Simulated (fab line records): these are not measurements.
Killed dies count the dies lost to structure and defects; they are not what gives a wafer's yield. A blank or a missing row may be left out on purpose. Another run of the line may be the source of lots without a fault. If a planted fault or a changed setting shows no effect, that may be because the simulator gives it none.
Struck lot and sound lot, side by side || flow sky130 || 17 steps out of a route of 708
Sound: wafers L455.2, L455.3, L455.6. Wafers struck: L465.1, L465.3, L465.6. At the end, the cause is stated.
For every step that has rows: the tool of each side, followed by ch and its chambers, followed by its first start. Under that, the readings that differ: sound wafers || struck wafers || difference of the means || sigmas: that difference in standard deviations of wafers without a fault.
alike: words and numbers the same on both sides, and readings whose means are apart by under 2 such deviations; not compared: readings that were withheld, readings missing a value for some wafer, numbers with overlapping values and no deviation given by the record, and bounds like >300 which may hide the same value.
Wherever a step has rows on one side only, a row that says differs or no value, or a row with sigmas, the two part there. Numbers that have no deviation but don't overlap get no sigmas and don't part them. A reading missing from all wafers of one side parts the sides only when that side holds two or more wafers.

first, 5 steps without rows for these wafers: SKY_SD_N_COAT_02 (resist thk 1140 nm); SKY_SD_N_SOFTBAKE_03 (time 60 s); SKY_SD_N_EXPOSE_04 (exposes mask NSDM, target cd 380 nm); SKY_SD_N_PEB_05; SKY_SD_N_DEVELOP_06 (develop time 60 s).
SKY_SD_N_CD_MEAS_07 targets a cd of 380 nm.
  sound on cd-sem-02, day 28 21:03; struck on cd-sem-01, day 32 14:20
  alike: cd-nm
SKY_SD_N_OVL_MEAS_08:
  sound on overlay-02, day 28 21:09; struck on overlay-01, day 32 14:27
  alike: SD_N_OVL
then, 2 steps without rows for these wafers: SKY_SD_N_IMPLANT_09; SKY_SD_N_IMPLANT_10.
SKY_SD_N_STRIP_11: strips in O2/N2.
  sound on plasma-asher-04 ch 1, day 28 21:29; struck on plasma-asher-02 ch 0,1, day 32 14:47
  alike: drypump-motor-current-A, oes-product-au, strip-time-to-endpoint-s
  not compared: rf-hours-counter-h
SKY_SD_N_TW_MEAS_12:
  sound on film-metro-03, day 28 21:35; struck on film-metro-03, day 32 14:53
  alike: SD_N_TW
then, 1 step without rows for these wafers: SKY_SD_N_CLEAN_13 (cleans in SC1/SC2, time 150 s).
SKY_SD_N_RTA_14: time 2 s.
  sound on rtp-anneal-02 ch 0, day 28 21:45; struck on rtp-anneal-01 ch 0, day 32 14:59
{"reading": "lamp-power-pct (%)", "sound": "15.72 15.70 15.73", "struck": "15.36 15.42 15.40", "difference": -0.32, "sigmas": -6}
{"reading": "wafer_temp_C_max", "sound": "1076.3 1079.3 1078.4", "struck": "1061.4 1062.4 1059.7", "difference": -16.8, "sigmas": -12}
SKY_SD_N_RS_MEAS_16: uses a four-point probe to measure.
  sound on film-metro-04, day 28 21:56; struck on film-metro-02, day 32 15:10
{"reading": "SD_N_RS (ohm/sq)", "sound": "68.53 68.60 68.68", "struck": "71.21 71.19 71.21", "difference": "+2.60", "sigmas": "+24"}
SKY_SD_N_RS_MEAS_17: uses a four-point probe to measure.
  sound on film-metro-04, day 28 22:04; struck on film-metro-02, day 32 15:17
{"reading": "SD_P_RS (ohm/sq)", "sound": "147.5 147.4 147.6", "struck": "162.3 162.8 162.8", "difference": "+15.1", "sigmas": "+46"}
SKY_SD_N_RS_MEAS_18: uses a four-point probe to measure.
  sound on film-metro-04, day 28 22:11; struck on film-metro-02, day 32 15:25
  alike: RES_XHIGH_RS
-- a jump in the record: the struck wafers' starts before and after are 16 days apart (it breaks off in module SD_N and resumes in module PAD_OPEN, where the first step shown is number 708 of the route) --
SKY_PAD_OPEN_PROBE_99:
  sound on prober-01, day 46 09:27; struck on prober-01, day 49 03:10
{"reading": "killed-at-other", "sound": "0 0 0", "struck": "1 0 2", "difference": "+1", "sigmas": "+2"}
{"reading": "model.etest.res-xhigh-po.line-ohm-um", "sound": "5879 5630 5794", "struck": "6366 6582 6958", "difference": "+868", "sigmas": ""}
{"reading": "model.etest.res-xhigh-po.rs-ohm-sq", "sound": "2090 1991 2036", "struck": "2207 2298 2442", "difference": "+277", "sigmas": ""}
{"reading": "model.etest.pfet_01v8.r-on-ohm-um", "sound": "2974 2867 2946", "struck": "3068 3071 3068", "difference": "+140", "sigmas": ""}
{"reading": "model.etest.res-pdiff.line-ohm-um", "sound": "1340 1373 1341", "struck": "1493 1455 1545", "difference": "+146", "sigmas": ""}
{"reading": "model.etest.res-high-po.line-ohm-um", "sound": "769.2 740.4 738.9", "struck": "834.6 840.9 877.6", "difference": "+101.5", "sigmas": ""}
{"reading": "model.etest.licon-high-po.rc-ohm", "sound": "361.7 338.4 358.8", "struck": "422.5 422.8 462.1", "difference": "+82.8", "sigmas": ""}
  alike: killed_at_M0_to_M3, killed_at_M4_up, killed-at-contacts, killed-at-front-end, killed-dies, killed-open, killed-short
  not compared: model.etest.tip-p.rs-ohm-sq, model.etest.pfet-g5v0d10v5.r-on-ohm-um

WHERE THEY PART
At SKY_SD_N_RTA_14 first; at SKY_PAD_OPEN_PROBE_99 last (within this record only).

WHY: what had been put in by the simulator
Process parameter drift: rtp-anneal-01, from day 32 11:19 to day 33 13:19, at SKY_SD_N_RTA_14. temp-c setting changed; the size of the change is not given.
